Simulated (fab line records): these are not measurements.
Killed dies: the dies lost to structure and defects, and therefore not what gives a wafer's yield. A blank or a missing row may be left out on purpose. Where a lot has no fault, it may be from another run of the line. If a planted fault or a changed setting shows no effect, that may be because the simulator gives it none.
Which tool did it? ; flow gf180mcu ; 24 lots, 72 wafers sampled, at 2 steps of a route of 602

WHAT THE GAUGES SHOWED, per wafer
GF_VT_IMPLANT_TW_MEAS_43. Usual: VT_IMPLANT_4_TW gives 685 (standard deviation 9.5).
lot;measured;on;VT_IMPLANT_4_TW;flag
L074;day 7 14:14;film-metro-01;678 675 678;
L075;day 7 20:01;film-metro-03;696 691 696;
L076;day 8 03:08;film-metro-01;675 677 675;
L077;day 8 10:14;film-metro-03;694 695 694;
L078;day 8 14:31;film-metro-03;694 698 693;
L079;day 8 21:16;film-metro-01;673 677 675;
L080;day 9 05:47;film-metro-01;672 674 672;
L081;day 9 10:41;film-metro-02;693 691 696;
L082;day 9 16:20;film-metro-01;671 673 678;
L083;day 10 00:04;film-metro-03;691 690 688;
L084;day 10 09:04;film-metro-01;674 678 675;
L085;day 10 14:20;film-metro-02;694 689 692;
L086;day 10 20:31;film-metro-02;691 692 690;
L087;day 11 07:22;film-metro-02;696 700 693;
L088;day 11 11:43;film-metro-02;696 697 696;
L089;day 11 19:25;film-metro-01;678 676 676;
L090;day 11 23:34;film-metro-01;679 680 680;
L091;day 12 05:13;film-metro-02;692 693 693;
L092;day 12 10:34;film-metro-01;684 678 682;
L093;day 12 23:23;film-metro-01;679 682 677;
L094;day 13 05:16;film-metro-02;695 692 694;
L095;day 13 12:16;film-metro-01;674 677 672;
L096;day 13 16:29;film-metro-01;672 674 674;
L097;day 13 23:50;film-metro-03;700 700 696;

GF_HV_LDD_THK_MEAS_57. Usual: HV_LDD_CVD_56_THK gives 89.9 nm (standard deviation 0.81).
lot;measured;on;HV_LDD_CVD_56_THK (nm);flag
L074;day 12 15:43;film-metro-01;90.3 90.9 90.7;
L075;day 12 20:42;film-metro-04;89.2 89.4 89.2;
L076;day 13 05:27;film-metro-04;90.3 90.5 90.0;
L077;day 13 20:16;film-metro-01;88.9 88.6 89.3;
L078;day 14 00:10;film-metro-01;90.8 91.2 89.7;
L079;day 14 09:17;film-metro-02;89.0 89.3 90.1;
L080;day 14 15:34;film-metro-01;91.4 91.6 90.7;
L081;day 14 19:49;film-metro-01;88.6 89.7 89.4;
L082;day 15 01:19;film-metro-02;89.0 88.1 88.5;
L083;day 15 12:48;film-metro-02;90.8 90.3 90.3;
L084;day 16 03:17;film-metro-04;89.8 90.5 90.4;
L085;day 16 07:28;film-metro-04;89.4 88.9 88.7;
L086;day 16 09:57;film-metro-04;90.2 91.1 90.3;
L087;day 16 22:54;film-metro-01;91.4 90.6 91.0;
L088;day 17 05:43;film-metro-01;90.9 90.1 89.4;
L089;day 17 15:59;film-metro-01;90.3 90.4 90.7;
L090;day 17 20:20;film-metro-02;89.4 88.9 89.6;
L091;day 17 23:10;film-metro-01;89.5 90.0 90.1;
L092;day 18 11:26;film-metro-01;89.3 89.0 89.6;
L093;day 19 03:11;film-metro-01;91.5 90.3 91.1;
L094;day 19 06:39;film-metro-04;90.3 89.4 89.5;
L095;day 19 17:25;film-metro-02;89.3 88.8 89.4;
L096;day 19 18:35;film-metro-01;90.5 90.0 89.4;
L097;day 20 03:31;film-metro-01;89.8 90.2 90.3;

EACH LOT AND THE TOOL THAT RAN IT (in order: tool; ch and the chambers of the sampled wafers; start)
The record shows no process step preceding these readings.

AS READ BY THE TOOLS THEMSELVES (means over the sampled wafers that have a number; for cases with no such wafer, the mark the record gives instead)
The record holds no such reading with a usual standard deviation.

THE ANSWER, worked out from the rows above alone
Rule: take the mean of a lot's wafers that have a number; if it is more than 3 standard deviations from the usual mean, the lot is off. Also off: a lot with no number at a reading for which 4 or more lots have one. Where the step has rows for the other lots, those lots are counted as sound. The gauges are gone through in route order, then the tools' own readings, and for those a lot's mean is taken as printed above. At the first step where some lot is off, the reading lying furthest off is the one used; lots without a number count as furthest.
No lot is off at any reading shown: from this, nothing can be told.

WHAT THE SIMULATOR HAD INSERTED
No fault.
